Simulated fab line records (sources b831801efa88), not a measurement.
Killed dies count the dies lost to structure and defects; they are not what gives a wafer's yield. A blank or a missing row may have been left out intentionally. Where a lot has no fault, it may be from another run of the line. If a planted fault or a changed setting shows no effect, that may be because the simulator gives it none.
A struck lot beside a sound one    flow sky130    16 out of 708 route steps
Sound: these wafers, L270.2, L270.4, L270.5. Wafers struck: L278.1, L278.5. The cause comes at the end.
Each step with rows lists, per side, the tool, then ch with its chambers, then its first start. Under that, the readings that differ: sound wafers    struck wafers    difference of the means    sigmas: that difference in standard deviations of wafers without a fault.
alike: words and numbers the same on both sides, and readings whose means are apart by under 2 such deviations; not compared: readings that were withheld, readings missing a value for some wafer, numbers with overlapping values and no deviation given by the record, and bounds like >300 which may hide the same value.
The two part at a step that has a row with sigmas, a row that says differs or no value, or rows on one side only. When numbers do not overlap yet have no deviation, they are printed without sigmas and do not part them. A reading that every wafer of one side lacks parts them only if that side has two wafers or more.

SKY_VIA3_CMP_02: polishes SiO2.
  sound on cmp-01 ch 0,2, day 40 04:33; struck on cmp-01 ch 1, day 42 12:25
  alike: motor current A, retaining ring pressure frac, slurry filter dp kPa
SKY_VIA3_BOW_MEAS_03:
  sound on film metro-04 at day 40 04:49; struck on film metro-04 at day 42 12:43
  alike: VIA3_BOW
then, 8 steps without rows for these wafers: SKY_VIA3_DEHYDRATE_04 (time 60 s); SKY_VIA3_HMDS_05 (prime time 60 s); SKY_VIA3_COAT_06 (resist thk 60 nm); SKY_VIA3_COAT_07 (resist thk 450 nm); SKY_VIA3_SOFTBAKE_08 (time 90 s); SKY_VIA3_EXPOSE_09 (exposes mask VIM3, target cd 200 nm); SKY_VIA3_PEB_10; SKY_VIA3_DEVELOP_11 (develop time 60 s).
SKY_VIA3_CD_MEAS_12: target cd 200 nm.
  sound on cd sem-01 at day 41 04:41; struck on cd sem-02 at day 43 12:28
  alike: cd nm
SKY_VIA3_OVL_MEAS_13:
  sound on overlay-01 at day 41 04:47; struck on overlay-01 at day 43 12:35
  alike: VIA3_OVL
SKY_VIA3_ETCH_14: etches BARC in N2/H2, stops on SiO2, time 45.9 s, target depth 60 nm.
  sound on rie diel-04 ch 0,1,3, day 41 04:49; struck on rie diel-02 ch 2,3, day 43 12:37
reading                                      sound              struck       difference                     sigmas
oes product au (a.u.)                        0.854 0.860 0.854  0.996 1.005  +0.144                         +29
rf fwd power W (W)                           492.3 494.4 492.6  - -          no value on the struck wafers  
run length s (s)                             73.8 75.0 74.0     51.2 51.0    -23.2                          -55
model.KrF-thick_of_VIA3_COAT_07.thk nm (nm)  395.3 393.7 392    413.4 412.9  +19.5                          
model.etch.depth nm (nm)                     60.01 59.92 59.97  39.85 39.49  -20.30                         
model.VIA3.cd nm (nm)                        199.5 198.7 198    193.7 194    -4.9                           
  alike: drypump motor current A, n2 flow sccm, throttle valve pct
  not compared: rf hours counter h
SKY_VIA3_ETCH_15: etches SiO2 in C4F8/O2/Ar, stops on TiN, target depth 507 nm, time 78 s.
  sound on rie diel-04 ch 0,1,3, day 41 04:52; struck on rie diel-02 ch 2,3, day 43 12:40
reading                                      sound              struck       difference  sigmas
oes product au (a.u.)                        0.947 0.947 0.940  0.368 0.372  -0.575      -99 or more
model.KrF-thick_of_VIA3_COAT_07.thk nm (nm)  295.3 290.7 288.7  311.6 312.1  +20.3       
model.VIA3.cd nm (nm)                        199.7 199.5 200.4  193.5 193.4  -6.4        
  alike: rf fwd power W, run length s
SKY_VIA3_STRIP_16: strips in O2/N2.
  sound on plasma asher-01 ch 0,1, day 41 04:55; struck on plasma asher-04 ch 0, day 43 12:43
reading                       sound              struck       difference  sigmas
drypump motor current A (A)   6.5 6.5 6.5        5.5 5.5      -1.0        -2
strip time to endpoint s (s)  4.187 4.117 4.095  4.351 4.345  +0.215      +10
  alike: n2 flow sccm, oes product au
  not compared: rf hours counter h
then, 1 step without rows for these wafers: SKY_VIA3_STRIP_17 (strips in post etch residue remover, time 1200 s).

WHERE THEY PART
First at SKY_VIA3_ETCH_14; last, within this record, at SKY_VIA3_STRIP_16.

WHY: what had been put in by the simulator
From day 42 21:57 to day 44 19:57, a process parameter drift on rie diel-02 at SKY_VIA3_ETCH_14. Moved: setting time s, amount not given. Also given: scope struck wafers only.
